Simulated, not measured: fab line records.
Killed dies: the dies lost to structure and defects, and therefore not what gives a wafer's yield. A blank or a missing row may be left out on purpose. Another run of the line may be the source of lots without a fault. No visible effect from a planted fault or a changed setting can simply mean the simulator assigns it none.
A struck lot beside a sound one / flow sky130 / 18 out of 708 route steps
Sound: wafers L324.2, L324.5, L324.6. Wafers struck: L321.1, L321.2, L321.3. Last of all comes the cause.
Order at every step that has rows: each side's tool, ch and its chambers, its first start. Under that, the readings that differ: sound wafers / struck wafers / difference of the means / sigmas: that difference in standard deviations of wafers without a fault.
alike: a reading whose means differ by less than 2 such deviations, as well as words and numbers matching on both sides. not compared: withheld readings; readings where some wafer has no value; bounds like >300 that might hide an equal value; numbers whose values overlap and for which the record gives no deviation.
Wherever a step has rows on one side only, a row that says differs or no value, or a row with sigmas, the two part there. Numbers that have no deviation but don't overlap get no sigmas and don't part them. A reading that every wafer of one side lacks parts them only if that side has two wafers or more.

first, 3 steps without rows for these wafers: SKY_SONOS_ONO_WET_ETCH_18 (etches Si3N4 in H3PO4, target depth 15 nm, time 172 s); SKY_GATE_OXIDE_CLEAN_00 (cleans in SC1/SC2, time 150 s); SKY_GATE_OXIDE_OXIDATION_01 (stabilise 600 s, purge 300 s, target thk 10.268 nm).
SKY_GATE_OXIDE_THK_MEAS_02:
  sound on filmMetro-02 at day 17 02:35; struck on filmMetro-04 at day 16 15:25
  alike: GATE_OXIDE_OXIDATION_00_THK
then, 7 steps without rows for these wafers: SKY_GATE_OXIDE_DEHYDRATE_03 (time 60 s); SKY_GATE_OXIDE_HMDS_04 (prime time 60 s); SKY_GATE_OXIDE_COAT_05 (resist thk 1140 nm); SKY_GATE_OXIDE_SOFTBAKE_06 (time 60 s); SKY_GATE_OXIDE_EXPOSE_07 (exposes mask LVOM, target cd 600 nm); SKY_GATE_OXIDE_PEB_08; SKY_GATE_OXIDE_DEVELOP_09 (develop time 60 s).
SKY_GATE_OXIDE_OVL_MEAS_10:
  sound on overlay-01 at day 18 07:28; struck on overlay-02 at day 17 20:01
  alike: GATE_OXIDE_OVL
SKY_GATE_OXIDE_IMPLANT_11:
  sound on implanter-02 ch 0, day 18 07:32; struck on implanter-01 ch 0, day 17 20:02
reading=doseIonsCm2; sound=2.598e+12 2.6018e+12 2.5965e+12; struck=1.4599e+12 1.4564e+12 1.4536e+12; difference=-1.1421e+12; sigmas=-99 or more
reading=faradayCurrentUA; sound=14.7 15.2 14.8; struck=8.3 8.1 8.5; difference=-6.6; sigmas=-22
  alike: beamEnergyKeV, endStationPressureTorr
then, 1 step without rows for these wafers: SKY_GATE_OXIDE_WET_ETCH_12 (etches SiO2 in dHF, target depth 16.8 nm, time 336 s).
SKY_GATE_OXIDE_STRIP_13: strips in O2/N2.
  sound on plasmaAsher-01 ch 0,1, day 18 07:45; struck on plasmaAsher-01 ch 0,1, day 17 20:18
  alike: drypumpMotorCurrentA, oesProductAu, stripTimeToEndpointS
  not compared: rfHoursCounterH
SKY_GATE_OXIDE_TW_MEAS_14:
  sound on filmMetro-04 at day 18 07:52; struck on filmMetro-01 at day 17 20:24
reading=GATE_OXIDE_TW; sound=223.7 223.3 224.8; struck=190.8 192.0 190.9; difference=-32.7; sigmas=-19
then, 1 step without rows for these wafers: SKY_GATE_OXIDE_CLEAN_15 (cleans in SC1/SC2, time 150 s).
-- a jump in the record: the struck wafers' starts before and after are 30 days apart (it breaks off in module GATE_OXIDE and resumes in module PAD_OPEN, where the first step shown is number 708 of the route) --
SKY_PAD_OPEN_PROBE_99:
  sound on prober-02 at day 48 12:53; struck on prober-01 at day 48 07:11
reading=model.etest.tipP.rsOhmSq; sound=6818 6796 6864; struck=7216 7125 7220; difference=+361; sigmas=
reading=model.etest.pfet_01v8.rOnOhmUm; sound=2896 2937 2915; struck=3220 3170 3247; difference=+296; sigmas=
reading=model.etest.nfet_01v8_lvt.driveUaUm; sound=555.6 574.3 577.6; struck=650.6 653.2 646.3; difference=+80.9; sigmas=
reading=model.etest.nfet_01v8.driveUaUm; sound=486.6 498.8 499.8; struck=570.3 570.5 563.1; difference=+72.9; sigmas=
reading=model.etest.nfet_01v8_turned.driveUaUm; sound=492 499.8 501.2; struck=568.4 570.4 562.3; difference=+69.4; sigmas=
reading=model.etest.nfet_01v8_swapped.driveUaUm; sound=490.6 501.1 502; struck=570.7 572.6 566.9; difference=+72.2; sigmas=
reading=model.etest.sramNfetPass.driveUaUm; sound=458.4 506.7 473.4; struck=551.9 549.4 535.5; difference=+66.1; sigmas=
reading=model.etest.nfet_01v8.rOnOhmUm; sound=851.9 840.3 837.5; struck=767.4 773.5 789; difference=-66.6; sigmas=
  alike: killed_at_M0_to_M3, killed_at_M4_up, killedAtContacts, killedAtFrontEnd, killedAtOther, killedDies, killedOnRim, killedOpen, killedShort

WHERE THEY PART
First at SKY_GATE_OXIDE_IMPLANT_11; last, within this record, at SKY_GATE_OXIDE_TW_MEAS_14. Later steps at which nothing parts them and some readings are alike: SKY_PAD_OPEN_PROBE_99.

WHY: whatever the simulator had introduced
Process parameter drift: implanter-01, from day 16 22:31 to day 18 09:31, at SKY_GATE_OXIDE_IMPLANT_11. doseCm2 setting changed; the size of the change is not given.
